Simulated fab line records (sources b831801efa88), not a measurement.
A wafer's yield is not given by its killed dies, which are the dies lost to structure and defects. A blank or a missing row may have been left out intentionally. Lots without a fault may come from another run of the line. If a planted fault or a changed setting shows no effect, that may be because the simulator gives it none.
Chamber matching | flow sky130 | SKY_POLY_GATE_ETCH_17 on rie_si-02: 4 sister chambers
The step etches poly-Si in HBr/Cl2, stops on SiO2, target depth 180 nm, time 70.5 s. 14 wafers are shown with their chamber, then 6 later ones without.

== WAFERS PAIRED WITH THEIR CHAMBERS ==
wafer  | chamber | drypump_motor_current_A (A) | oes_product_au (a.u.) | rf_fwd_power_W (W)
L931.2 | 0       | 5.9                         | 1.009                 | 396.6
L931.5 | 2       | 5.5                         | 0.987                 | 398.4
L932.2 | 1       | 5.9                         | 0.996                 | 395.8
L932.4 | 3       | 5.4                         | 1.010                 | 396.1
L932.5 | 0       | 5.9                         | 1.002                 | 398.3
L936.1 | 2       | 5.5                         | 0.971                 | 398.3
L936.2 | 1       | 5.9                         | 0.979                 | 397.0
L936.6 | 2       | 5.4                         | 0.981                 | 395.6
L942.1 | 1       | 5.9                         | 0.990                 | 397.6
L942.2 | 0       | 5.9                         | 0.990                 | 397.4
L942.5 | 2       | 5.4                         | 0.977                 | 395.4
L945.1 | 3       | 5.4                         | 0.989                 | 396.4
L945.3 | 0       | 5.9                         | 0.987                 | 399.4
L945.6 | 2       | 5.4                         | 0.972                 | 397.5

SIGNATURES, as means of the wafers listed above
reading                 | chamber 0 | chamber 1 | chamber 2 | chamber 3 | scatter within a chamber
drypump_motor_current_A | 5.900     | 5.900     | 5.440     | 5.400     | 0.0346
oes_product_au          | 0.99700   | 0.98833   | 0.97760   | 0.99950   | 0.00929
rf_fwd_power_W          | 397.925   | 396.800   | 397.040   | 396.250   | 1.2
Rule: a wafer's distance from a chamber is the root of the sum, over the readings, of the square of ((its reading less the chamber's mean) divided by the reading's scatter). The wafer belongs to the nearest chamber; if the next one is less than 2 further off, it can't be placed. The scatter is the square root of a quotient: the sum, over the shown wafers, of each reading's squared deviation from its chamber's mean, divided by wafers minus chambers.

== WAFERS WHOSE CHAMBER IS MISSING ==
wafer  | drypump_motor_current_A (A) | oes_product_au (a.u.) | rf_fwd_power_W (W)
L947.3 | 5.9                         | 0.997                 | 396.0
L947.5 | 5.4                         | 0.988                 | 396.3
L947.6 | 5.9                         | 0.988                 | 395.7
L949.2 | 5.4                         | 0.982                 | 394.6
L949.4 | 5.5                         | 0.965                 | 398.5
L949.6 | 5.5                         | 0.978                 | 398.5

== WHICH CHAMBER EACH WENT THROUGH ==
wafer  | from the rows above     | in truth
L947.3 | can't be placed: 1 or 0 | 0
L947.5 | can't be placed: 3 or 2 | 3
L947.6 | can't be placed: 1 or 0 | 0
L949.2 | can't be placed: 3 or 2 | 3
L949.4 | 2                       | 2
L949.6 | 2                       | 2
Placed correctly: 2 of 6. From these rows, 4 cannot be placed; in 4 the true chamber is one of the candidates. Wrongly placed: 0.
